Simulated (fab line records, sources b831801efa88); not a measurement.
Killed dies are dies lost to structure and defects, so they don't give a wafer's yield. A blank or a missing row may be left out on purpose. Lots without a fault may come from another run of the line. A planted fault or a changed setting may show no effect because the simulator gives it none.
Which tool did it? | flow sky130 | 11 lots, 33 wafers sampled, at 5 steps of a route of 708

WHAT THE GAUGES READ, wafer by wafer
SKY_SPACER_THK_MEAS_01.
lot  | measured     | on            | SPACER_CVD_00_THK (nm)
L413 | day 22 21:02 | film_metro-01 | 43.4 43.5 44.0
L416 | day 25 10:01 | film_metro-02 | 43.3 42.9 43.1
L419 | day 25 12:23 | film_metro-01 | 43.1 43.5 43.4
L418 | day 25 14:37 | film_metro-02 | 43.5 43.8 43.7
L424 | day 27 13:27 | film_metro-02 | 43.9 43.4 43.4
L423 | day 27 16:00 | film_metro-04 | 43.3 43.1 43.1
L425 | day 27 17:12 | film_metro-02 | 44.2 43.7 44.1
L430 | day 29 02:16 | film_metro-01 | 42.9 43.1 42.9
L432 | day 29 14:53 | film_metro-01 | 43.1 42.9 42.8
L431 | day 29 18:13 | film_metro-01 | 43.2 43.1 43.2
L433 | day 29 20:28 | film_metro-01 | 42.5 42.4 42.4

SKY_SD_P_CD_MEAS_07: target cd 380 nm.
lot  | measured     | on        | cd_nm (nm)
L413 | day 25 08:18 | cd_sem-01 | 377.9 376.9 375.7
L416 | day 27 20:43 | cd_sem-02 | 380.1 382.3 380.9
L419 | day 27 23:04 | cd_sem-01 | 383.1 383.5 381.8
L418 | day 28 00:12 | cd_sem-01 | 380.6 380.0 380.5
L424 | day 29 23:15 | cd_sem-01 | 383.7 382.5 383.3
L423 | day 30 01:31 | cd_sem-02 | - - -
L425 | day 30 02:49 | cd_sem-01 | 375.9 375.9 374.7
L430 | day 31 11:05 | cd_sem-01 | 376.6 377.8 381.7
L432 | day 31 21:18 | cd_sem-02 | 376.3 379.2 378.1
L431 | day 32 01:09 | cd_sem-01 | 377.6 377.1 377.1
L433 | day 32 03:44 | cd_sem-02 | 383.3 384.1 383.6

SKY_SD_P_TW_MEAS_11.
lot  | measured     | on            | SD_P_TW
L413 | day 25 08:41 | film_metro-04 | 2807 2808 2825
L416 | day 27 21:07 | film_metro-04 | 2803 2798 2808
L419 | day 27 23:27 | film_metro-03 | 2837 2844 2831
L418 | day 28 00:35 | film_metro-04 | 2803 2819 2809
L424 | day 29 23:38 | film_metro-03 | 2842 2844 2853
L423 | day 30 01:55 | film_metro-01 | 29 29 30 29 29 29
L425 | day 30 03:13 | film_metro-03 | 2844 2836 2836
L430 | day 31 11:29 | film_metro-04 | 2814 2806 2818
L432 | day 31 21:41 | film_metro-03 | 2834 2839 2832
L431 | day 32 01:33 | film_metro-01 | 2803 2811 2802
L433 | day 32 04:08 | film_metro-03 | 2849 2836 2831

WHICH TOOL RAN EACH LOT (tool, then ch and the chambers of the sampled wafers, then the start)
lot  | SKY_LDD_HVP_STRIP_09                 | SKY_SD_P_EXPOSE_04
L413 | plasma_asher-01 ch 0,1, day 21 11:44 | iline_stepper-01 ch 0, day 24 18:59
L416 | plasma_asher-02 ch 0,1, day 24 01:25 | iline_stepper-02 ch 0, day 27 06:55
L419 | plasma_asher-02 ch 0,1, day 24 04:49 | iline_stepper-01 ch 0, day 27 09:20
L418 | plasma_asher-01 ch 0,1, day 24 06:32 | iline_stepper-02 ch 0, day 27 10:34
L424 | plasma_asher-04 ch 0,1, day 26 06:11 | iline_stepper-02 ch 0, day 29 08:25
L423 | plasma_asher-04 ch 0,1, day 26 07:05 | iline_stepper-02 ch 0, day 29 11:01
L425 | plasma_asher-02 ch 0,1, day 26 09:16 | iline_stepper-02 ch 0, day 29 12:46
L430 | plasma_asher-04 ch 0,1, day 27 18:37 | iline_stepper-01 ch 0, day 30 21:53
L432 | plasma_asher-04 ch 0,1, day 28 07:26 | iline_stepper-02 ch 0, day 31 08:45
L431 | plasma_asher-01 ch 0,1, day 28 11:28 | iline_stepper-02 ch 0, day 31 12:08
L433 | plasma_asher-01 ch 0,1, day 28 12:32 | iline_stepper-01 ch 0, day 31 13:57
- SKY_LDD_HVP_STRIP_09: strips in O2/N2.
- SKY_SD_P_EXPOSE_04: exposes mask PSDM, target cd 380 nm.

WHAT THE TOOLS THEMSELVES READ (means of the sampled wafers that have a number; where no wafer has one, the mark that the record gives instead)
SKY_LDD_HVP_STRIP_09.
lot  | tool            | drypump_motor_current_A (A) | oes_product_au (a.u.) | strip_time_to_endpoint_s (s)
L413 | plasma_asher-01 | 5.8                         | 0.412                 | 4.143
L416 | plasma_asher-02 | 5.3                         | 0.412                 | 4.138
L419 | plasma_asher-02 | 5.3                         | 0.412                 | 4.138
L418 | plasma_asher-01 | 5.6                         | 0.411                 | 4.152
L424 | plasma_asher-04 | 5.9                         | 0.409                 | 4.146
L423 | plasma_asher-04 | 5.9                         | 0.406                 | 4.126
L425 | plasma_asher-02 | 5.3                         | 0.409                 | 4.138
L430 | plasma_asher-04 | 5.5                         | 0.406                 | 4.135
L432 | plasma_asher-04 | 5.5                         | 0.405                 | 4.149
L431 | plasma_asher-01 | 5.8                         | 0.408                 | 4.144
L433 | plasma_asher-01 | 5.8                         | 0.416                 | 4.144

THE ANSWER, worked out from the rows above alone
Rule: what is usual is taken from the lots themselves. Put in order of their means at a reading, lots are off if they are a third of the lots or fewer, leave a main group of 4 or more, and stand apart from it by a gap of 3 or more times the standard deviation of the main group's means; of several such gaps the widest counts. A main group whose means are all the same, to the digits that the tables above print for the reading, isn't used. A lot without any number at a reading at which 4 lots or more have one is off too. The other lots that the step has rows for count as sound. The gauges are gone through in route order, then the tools' own readings, and for those a lot's mean is taken as printed above. The first step at which some lot is off is used, and at that step the reading that is off furthest; a lot without a number counts as furthest.
Off: L423, at SKY_SD_P_CD_MEAS_07 (cd_nm). Without a number there: L423. The main group: mean 379.7 nm, standard deviation 2.8.
A tool fits if, at a process step before that reading, it ran every lot that is off, and no sound lot after the first of them. The gauges at SKY_SD_P_CD_MEAS_07 aren't tried: what is off there is off at SKY_SD_P_TW_MEAS_11 too, on other tools, and a gauge's error can't cause that. None of those tried fits.

WHAT THE SIMULATOR HAD PUT IN
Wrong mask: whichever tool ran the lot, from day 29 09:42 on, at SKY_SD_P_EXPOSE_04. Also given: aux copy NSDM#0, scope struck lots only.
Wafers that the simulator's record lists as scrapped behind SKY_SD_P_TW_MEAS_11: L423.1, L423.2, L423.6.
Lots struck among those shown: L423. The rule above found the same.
